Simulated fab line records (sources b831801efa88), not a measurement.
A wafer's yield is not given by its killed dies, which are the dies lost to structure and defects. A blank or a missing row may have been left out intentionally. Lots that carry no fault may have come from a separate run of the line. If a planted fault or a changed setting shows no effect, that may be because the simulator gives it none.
Problem report, 8D (eight disciplines) form, completed by code || flow sky130 || the parts of the form that need people (team, actions taken, sign-off) are left out

## 1. THE PROBLEM
Wafers free of any fault read 225.3 (standard deviation 1.1) for GATE_OXIDE_TW at SKY_GATE_OXIDE_TW_MEAS_14, against a mean of 209.5 on 6 wafers of 2 lots. Measured from the usual mean, that is -14 standard deviations.
First observed at day 18 08:57: wafer L839.1, on film metro-02. Wafers with a number at this step in the record: 36, from 12 lots. By rule, "out" or "out of limits" means more than 4 standard deviations away from the usual mean. The other wafers with a number count as sound.

## 2. WHAT IT IS, WHAT IT ISN'T
{"question": "which readings at this step", "is": "GATE_OXIDE_TW", "is not": "-"}
{"question": "which lots", "is": "L839, L840", "is not": "L827, L830, L831, L832, L834, L841, L846, L847, L849, L850"}
{"question": "which wafers of those lots", "is": "all that have a number", "is not": "-"}
{"question": "read on which gauges", "is": "film metro-02, film metro-03", "is not": "film metro-01"}
{"question": "when", "is": "from day 18 08:57", "is not": "up to then (15 sound wafers); but 15 sound wafers of L841, L846, L847, L849, L850 came after"}

## 3. SUSPECTS, AND WHAT RULES EACH OUT
Counting: a tool at a process step up to the reading stays a suspect if it ran every lot that is out and no sound lot after the first of them.
- the gauge at SKY_GATE_OXIDE_TW_MEAS_14 is ruled out. 2 gauges (film metro-02, film metro-03) read the wafers that are out.
- implanter-04 at SKY_GATE_OXIDE_IMPLANT_11: ruled out as a lasting fault. Following L839 (day 18 08:35), the first lot on it that is out, the sound lots L849, L850 were run on it.
Left after counting: nothing in the record.

## 4. THE CAUSE (what the simulator had put in)
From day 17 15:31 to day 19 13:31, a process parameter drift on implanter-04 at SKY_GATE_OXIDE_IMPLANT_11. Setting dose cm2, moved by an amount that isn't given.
It was ruled out by counting, in error; the rule expects a fault to strike all lots run on its tool from its start on, and this fault did not.

## 5. SEQUENCE OF EFFECTS, ordered by route
Rows list readings where the struck wafers' mean (over those with a number) sits beyond 3 standard deviations from the usual. Only readings whose record carries a usual standard deviation are examined. hours: median over the lots of the time between each lot's start at the first step of this table that gives one and its start at this step. sigmas: the change, counted in usual standard deviations.
{"hours": 0, "step": "SKY_GATE_OXIDE_IMPLANT_11", "reading": "dose ions cm2", "usual": 2.5992e+12, "on struck wafers": 2.0318e+12, "change": -5.6735e+11, "sigmas": "-99 or more"}
{"hours": 0, "step": "SKY_GATE_OXIDE_IMPLANT_11", "reading": "faraday current uA", "usual": 14.68, "on struck wafers": 11.42, "change": -3.26, "sigmas": -12}
{"hours": 0, "step": "SKY_GATE_OXIDE_TW_MEAS_14", "reading": "GATE_OXIDE_TW", "usual": 225.3, "on struck wafers": 209.5, "change": -15.8, "sigmas": -14}
It contains these process steps:
- SKY_GATE_OXIDE_IMPLANT_11
At these later measuring or inspecting steps, every struck wafer for which the step has a row has a number for every such reading, and none has moved that far: SKY_SD_N_RS_MEAS_16.

## 6. HOW IT WOULD HAVE BEEN CAUGHT EARLIER
Counted from the fault's start at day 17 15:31, it took 17 hours until the first out-of-limits reading at a measuring or inspecting step in this record, taken at day 18 08:57.
At SKY_GATE_OXIDE_IMPLANT_11, the tool's own readings (dose ions cm2, faraday current uA) were out on each struck wafer the step has a row for, so an alarm limit on them would have fired on the first such wafer.
